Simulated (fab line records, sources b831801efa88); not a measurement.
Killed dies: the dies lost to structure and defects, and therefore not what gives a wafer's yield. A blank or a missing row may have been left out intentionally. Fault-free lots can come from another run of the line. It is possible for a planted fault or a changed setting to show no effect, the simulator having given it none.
Which tool is to blame? -- flow sky130 -- 24 lots with 72 wafers sampled at 5 steps, on a route of 708 steps

== WHAT THE GAUGES SHOWED, per wafer ==
SKY_NWELL_THK_MEAS_02.
lot,measured,on,NWELL_OXIDATION_THK (nm)
L074,day 2 23:21,filmMetro-03,10.28 10.29 10.35
L075,day 2 23:22,filmMetro-04,10.36 10.22 10.35
L076,day 3 06:17,filmMetro-04,9.97 9.94 9.83
L077,day 3 06:17,filmMetro-03,10.14 10.16 10.14
L078,day 3 10:31,filmMetro-01,10.06 10.13 10.13
L079,day 3 15:31,filmMetro-03,10.02 10.17 10.12
L081,day 4 00:38,filmMetro-04,9.95 9.83 9.92
L080,day 4 02:43,filmMetro-03,10.14 10.46 10.07
L082,day 4 07:12,filmMetro-04,9.80 9.86 9.87
L083,day 4 12:34,filmMetro-01,10.17 10.09 10.04
L084,day 4 18:31,filmMetro-03,9.88 9.67 9.62
L085,day 4 23:46,filmMetro-04,10.19 10.27 10.16
L086,day 5 04:20,filmMetro-03,9.79 9.86 9.98
L087,day 5 08:34,filmMetro-01,9.97 10.04 9.92
L088,day 5 13:20,filmMetro-01,9.88 9.69 9.77
L089,day 5 19:28,filmMetro-03,9.80 9.82 9.75
L090,day 6 00:20,filmMetro-03,10.07 9.94 10.00
L091,day 6 04:56,filmMetro-04,10.37 9.96 9.99
L092,day 6 08:43,filmMetro-03,9.85 9.83 9.72
L093,day 6 15:23,filmMetro-01,9.79 9.82 9.88
L094,day 6 20:29,filmMetro-04,9.69 9.83 9.69
L095,day 7 05:14,filmMetro-04,9.68 9.89 9.61
L096,day 7 09:17,filmMetro-04,9.90 9.98 9.94
L097,day 7 15:04,filmMetro-04,10.21 10.50 10.38

SKY_POLY_GATE_THK_MEAS_04.
lot,measured,on,POLY_GATE_CVD_03_THK (nm)
L074,day 15 22:29,filmMetro-01,73.3 74.9 74.2
L075,day 16 00:54,filmMetro-02,74.9 75.0 74.6
L076,day 16 20:11,filmMetro-01,74.1 74.5 74.8
L077,day 16 18:09,filmMetro-02,74.9 75.4 75.6
L078,day 17 05:46,filmMetro-03,75.3 75.4 74.8
L079,day 17 05:46,filmMetro-02,74.6 74.8 74.8
L081,day 17 16:47,filmMetro-03,73.9 74.1 74.1
L080,day 17 22:19,filmMetro-01,74.8 75.1 74.8
L082,day 18 05:49,filmMetro-03,74.7 75.0 75.1
L083,day 18 20:16,filmMetro-01,74.8 74.9 75.5
L084,day 19 01:50,filmMetro-03,75.6 75.9 75.6
L085,day 19 11:04,filmMetro-02,74.6 73.6 74.0
L086,day 19 17:20,filmMetro-02,75.3 74.5 74.7
L087,day 20 04:48,filmMetro-03,75.2 75.8 75.5
L088,day 20 08:20,filmMetro-02,75.0 75.4 75.1
L089,day 20 18:47,filmMetro-03,75.1 75.3 75.8
L090,day 21 08:58,filmMetro-02,73.9 74.6 73.9
L091,day 21 07:37,filmMetro-03,74.3 74.4 74.1
L092,day 21 16:59,filmMetro-02,74.4 73.7 74.7
L093,day 22 06:37,filmMetro-02,75.0 75.4 75.3
L094,day 22 08:08,filmMetro-01,73.7 73.3 73.4
L095,day 22 23:09,filmMetro-03,73.6 74.8 74.9
L096,day 23 06:52,filmMetro-01,74.2 74.3 73.9
L097,day 23 12:34,filmMetro-01,74.4 73.6 73.9

SKY_CAPM_THK_MEAS_01.
lot,measured,on,CAPM_CVD_00_THK (nm)
L074,day 36 22:28,filmMetro-04,15.71 15.76 15.90
L075,day 37 00:44,filmMetro-03,15.13 15.53 15.56
L076,day 37 23:42,filmMetro-04,15.43 15.23 15.74
L077,day 37 22:18,filmMetro-01,15.16 15.19 15.47
L078,day 38 03:43,filmMetro-04,15.19 15.45 15.17
L079,day 38 04:23,filmMetro-04,15.13 15.43 15.58
L081,day 38 16:19,filmMetro-01,15.42 15.27 15.30
L080,day 38 18:31,filmMetro-03,15.12 15.28 15.51
L082,day 39 03:10,filmMetro-01,15.31 15.47 15.79
L083,day 39 11:05,filmMetro-01,15.13 15.35 15.46
L084,day 39 20:47,filmMetro-04,15.32 15.66 15.55
L085,day 40 01:14,filmMetro-04,15.22 15.18 15.73
L086,day 40 06:37,filmMetro-04,15.25 15.30 15.43
L087,day 40 13:28,filmMetro-04,15.37 15.66 15.70
L088,day 40 19:59,filmMetro-04,15.23 15.00 15.52
L089,day 41 02:07,filmMetro-01,15.26 15.22 15.59
L090,day 41 13:17,filmMetro-04,15.37 15.51 15.42
L091,day 41 12:25,filmMetro-03,15.40 15.58 15.53
L092,day 41 21:16,filmMetro-01,15.49 15.48 15.50
L093,day 42 05:35,filmMetro-01,15.46 15.67 15.71
L094,day 42 07:20,filmMetro-04,15.38 15.45 15.79
L095,day 42 17:59,filmMetro-04,15.02 15.67 15.77
L096,day 43 02:36,filmMetro-03,15.30 15.51 15.49
L097,day 43 06:48,filmMetro-04,15.60 15.86 15.87

== WHICH TOOL RAN EACH LOT (tool, then ch and the chambers of the sampled wafers, then the start) ==
lot,SKY_CONTACT_SPUTTER_23,SKY_METAL1_STRIP_20
L074,"pvdSputter-02, day 32 05:53","plasmaAsher-01 ch 0, day 33 10:05"
L075,"pvdSputter-04, day 32 08:25","plasmaAsher-01 ch 0, day 33 12:44"
L076,"pvdSputter-04, day 33 05:56","plasmaAsher-04 ch 0, day 34 10:05"
L077,"pvdSputter-04, day 33 04:13","plasmaAsher-04 ch 0,1, day 34 08:25"
L078,"pvdSputter-02, day 33 12:37","plasmaAsher-04 ch 0,1, day 34 15:32"
L079,"pvdSputter-04, day 33 13:46","plasmaAsher-04 ch 0,1, day 34 16:29"
L081,"pvdSputter-02, day 34 00:10","plasmaAsher-04 ch 0,1, day 35 04:19"
L080,"pvdSputter-01, day 34 02:58","plasmaAsher-04 ch 0,1, day 35 06:04"
L082,"pvdSputter-04, day 34 11:45","plasmaAsher-04 ch 0, day 35 15:25"
L083,"pvdSputter-01, day 34 21:17","plasmaAsher-03 ch 0,1, day 36 00:40"
L084,"pvdSputter-04, day 35 06:29","plasmaAsher-04 ch 0,1, day 36 09:32"
L085,"pvdSputter-04, day 35 11:28","plasmaAsher-04 ch 0,1, day 36 14:56"
L086,"pvdSputter-01, day 35 17:19","plasmaAsher-01 ch 0,1, day 36 20:53"
L087,"pvdSputter-04, day 36 02:29","plasmaAsher-01 ch 0,1, day 37 05:14"
L088,"pvdSputter-01, day 36 08:13","plasmaAsher-01 ch 0,1, day 37 11:05"
L089,"pvdSputter-01, day 36 15:13","plasmaAsher-03 ch 0,1, day 37 17:44"
L090,"pvdSputter-01, day 37 02:07","plasmaAsher-04 ch 0,1, day 38 05:04"
L091,"pvdSputter-02, day 37 01:57","plasmaAsher-03 ch 0,1, day 38 04:52"
L092,"pvdSputter-01, day 37 09:56","plasmaAsher-03 ch 0,1, day 38 13:23"
L093,"pvdSputter-01, day 37 20:32","plasmaAsher-03 ch 0,1, day 38 23:16"
L094,"pvdSputter-01, day 37 22:07","plasmaAsher-03 ch 0,1, day 39 00:31"
L095,"pvdSputter-01, day 38 10:51","plasmaAsher-01 ch 0,1, day 39 13:01"
L096,"pvdSputter-04, day 38 18:38","plasmaAsher-04 ch 0,1, day 39 20:53"
L097,"pvdSputter-04, day 39 00:09","plasmaAsher-03 ch 0,1, day 40 01:49"
- SKY_CONTACT_SPUTTER_23: material TiN, target thk 20 nm, time 80 s.
- SKY_METAL1_STRIP_20: strips in O2/N2.

== AS READ BY THE TOOLS THEMSELVES (means over the sampled wafers that have a number; for cases with no such wafer, the mark the record gives instead) ==
SKY_CONTACT_SPUTTER_23.
lot,tool,throttleValvePct (%)
L074,pvdSputter-02,29.7
L075,pvdSputter-04,31.0
L076,pvdSputter-04,31.3
L077,pvdSputter-04,30.2
L078,pvdSputter-02,30.6
L079,pvdSputter-04,30.2
L081,pvdSputter-02,30.4
L080,pvdSputter-01,30.0
L082,pvdSputter-04,31.9
L083,pvdSputter-01,29.8
L084,pvdSputter-04,30.9
L085,pvdSputter-04,31.2
L086,pvdSputter-01,28.7
L087,pvdSputter-04,31.1
L088,pvdSputter-01,29.8
L089,pvdSputter-01,29.7
L090,pvdSputter-01,29.6
L091,pvdSputter-02,30.8
L092,pvdSputter-01,29.8
L093,pvdSputter-01,29.2
L094,pvdSputter-01,30.1
L095,pvdSputter-01,29.6
L096,pvdSputter-04,30.4
L097,pvdSputter-04,31.6

SKY_METAL1_STRIP_20.
lot,tool,drypumpMotorCurrentA (A),oesProductAu (a.u.),stripTimeToEndpointS (s)
L074,plasmaAsher-01,5.4,0.349,2.77
L075,plasmaAsher-01,5.4,0.341,2.67
L076,plasmaAsher-04,5.5,0.349,2.70
L077,plasmaAsher-04,5.3,0.345,2.74
L078,plasmaAsher-04,5.3,0.343,2.68
L079,plasmaAsher-04,5.1,0.340,2.70
L081,plasmaAsher-04,5.3,0.341,2.66
L080,plasmaAsher-04,5.3,0.339,2.67
L082,plasmaAsher-04,5.5,0.341,2.64
L083,plasmaAsher-03,5.9,0.343,2.73
L084,plasmaAsher-04,5.3,0.346,2.78
L085,plasmaAsher-04,5.1,0.346,2.75
L086,plasmaAsher-01,5.4,0.342,2.67
L087,plasmaAsher-01,5.4,0.338,2.72
L088,plasmaAsher-01,5.3,0.347,2.75
L089,plasmaAsher-03,5.9,0.341,2.69
L090,plasmaAsher-04,5.1,0.345,2.80
L091,plasmaAsher-03,5.9,0.348,2.75
L092,plasmaAsher-03,5.6,0.345,2.69
L093,plasmaAsher-03,5.6,0.348,2.80
L094,plasmaAsher-03,5.9,0.344,2.70
L095,plasmaAsher-01,5.3,0.347,2.77
L096,plasmaAsher-04,5.3,0.343,2.75
L097,plasmaAsher-03,5.6,0.344,2.74

== THE ANSWER, worked out from the rows above alone ==
Rule: what is usual is taken from the lots themselves. Put in order of their means at a reading, lots are off if they are a third of the lots or fewer, leave a main group of 4 or more, and stand apart from it by a gap of 3 or more times the standard deviation of the main group's means; of several such gaps the widest counts. The tables above print the reading to a certain number of digits; a main group whose means all agree to those digits is not used. A lot without any number at a reading at which 4 lots or more have one is off too. The other lots that the step has rows for count as sound. After the gauges, taken in route order, come the tools' own readings; for these a lot's mean is taken, as printed above. At the first step where some lot is off, the reading lying furthest off is the one used; lots without a number count as furthest.
None of the lots is off at any reading shown; this tells nothing.

== WHAT WAS PUT IN BY THE SIMULATOR ==
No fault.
